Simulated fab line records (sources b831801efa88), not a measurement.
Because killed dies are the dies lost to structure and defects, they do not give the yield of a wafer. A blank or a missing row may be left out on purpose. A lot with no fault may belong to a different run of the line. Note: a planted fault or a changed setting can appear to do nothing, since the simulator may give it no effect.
A struck lot beside a sound one || flow sky130 || 15 out of 708 route steps
Sound: the wafers L800.2, L800.3, L800.6. The struck wafers were L809.3, L809.4, L809.5. At the end, the cause is stated.
Order at every step that has rows: each side's tool, ch and its chambers, its first start. Under that, the readings that differ: sound wafers || struck wafers || difference of the means || sigmas: that difference in standard deviations of wafers without a fault.
alike: readings whose means differ by less than 2 such deviations, and words and numbers that are the same on both sides. not compared: withheld readings, readings that some wafer has no value for, bounds like >300 that may hide the same value, and numbers for which the record gives no deviation and whose values overlap.
A row with sigmas, a row that says differs or no value, or rows on one side alone: a step with any of these is where the two part. Numbers that don't overlap but have no deviation are shown without sigmas and don't part them. A reading missing from all wafers of one side parts the sides only when that side holds two or more wafers.

SKY_VIA2_OVL_MEAS_13:
  sound on overlay-02, day 36 21:19; struck on overlay-01, day 39 15:08
  alike: VIA2_OVL
then, 1 step without rows for these wafers: SKY_VIA2_ETCH_14 (etches BARC in N2/H2, stops on SiO2, time 45.9 s, target depth 60 nm).
SKY_VIA2_ETCH_15: etches SiO2 in C4F8/O2/Ar, stops on TiN, target depth 546 nm, time 84 s.
  sound on rie-diel-04 ch 0,1, day 36 21:23; struck on rie-diel-02 ch 1,2,3, day 39 15:12
  alike: chamber-pressure-mTorr, oes-product-au
  not compared: rf-hours-counter-h
SKY_VIA2_STRIP_16: strips in O2/N2.
  sound on plasma-asher-04 ch 0, day 36 21:26; struck on plasma-asher-01 ch 0,1, day 39 15:17
  alike: chamber-pressure-mTorr, drypump-motor-current-A, oes-product-au, strip-time-to-endpoint-s
  not compared: rf-hours-counter-h
then, 3 steps without rows for these wafers: SKY_VIA2_STRIP_17 (strips in post etch residue remover, time 1200 s); SKY_VIA2_CLEAN_18 (cleans in IPA, time 180 s); SKY_VIA2_CLEAN_19 (cleans in O3/DIW).
SKY_VIA2_SPUTTER_20: material TiN, target thk 20 nm, time 80 s.
  sound on pvd-sputter-04, day 36 22:02; struck on pvd-sputter-04, day 39 15:51
  alike: cathode-dc-power-W, chamber-pressure-pa, throttle-valve-pct
SKY_VIA2_CVD_21: deposits W, target thk 420 nm, time 126.4 s.
  sound on cvd-w-02 ch 0,1, day 36 22:06; struck on cvd-w-01 ch 0,1, day 39 15:58
  alike: heater-power-w
SKY_VIA2_RS_MEAS_22: measures by four-point-probe.
  sound on film-metro-03, day 36 22:15; struck on film-metro-01, day 39 16:05
  alike: VIA2_W_RS
SKY_VIA2_THK_MEAS_23: measures by xrf.
  sound on film-metro-03, day 36 22:22; struck on film-metro-01, day 39 16:11
  alike: VIA2_W_THK
SKY_VIA2_CMP_24: polishes, stops on SiO2, t overpolish 20 s, target thk 0 nm.
  sound on cmp-02 ch 1,2,3, day 36 22:28; struck on cmp-01 ch 1,3, day 39 16:13
  alike: motor-current-A, overpolish-run-s, time-to-endpoint-s
SKY_METAL3_SPUTTER_00: material Ti, target thk 15 nm, time 10 s.
  sound on pvd-sputter-03, day 36 22:43; struck on pvd-sputter-02, day 39 16:31
  no value came back on the struck wafers for cathode-dc-power-W (W), chamber-pressure-pa (Pa), throttle-valve-pct (%); on the sound wafers cathode-dc-power-W (W) reads 3000.5 3000.1 3000.4
then, 1 step without rows for these wafers: SKY_METAL3_SPUTTER_01 (material TiN, target thk 20 nm, time 16.7 s).
-- the record jumps here: 9 days lie between the struck wafers' starts before and after (it left off in module METAL3 and takes up again in module PAD_OPEN, whose first step shown is number 708 of the route) --
SKY_PAD_OPEN_PROBE_99:
  sound on prober-01, day 46 04:34; struck on prober-02, day 48 10:47
  alike: defect-limited-yield, killed_at_M0_to_M3, killed_at_M4_up, killed-at-contacts, killed-at-front-end, killed-at-other, killed-dies, killed-open, killed-short, sort_bin_3_pad_short, sort_bin_5_function, sort_bin_6_memory, sort-n-pass, sort-yield-pct
  not compared: model.etest.via2-chain.rc-ohm

## WHERE THEY PART
Only at SKY_METAL3_SPUTTER_00, within this record. Later steps at which nothing parts them and some readings are alike: SKY_PAD_OPEN_PROBE_99.

WHY: what the simulator had put in
Skipped step whole: pvd-sputter-02, from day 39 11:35 on, at SKY_METAL3_SPUTTER_00. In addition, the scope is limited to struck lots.
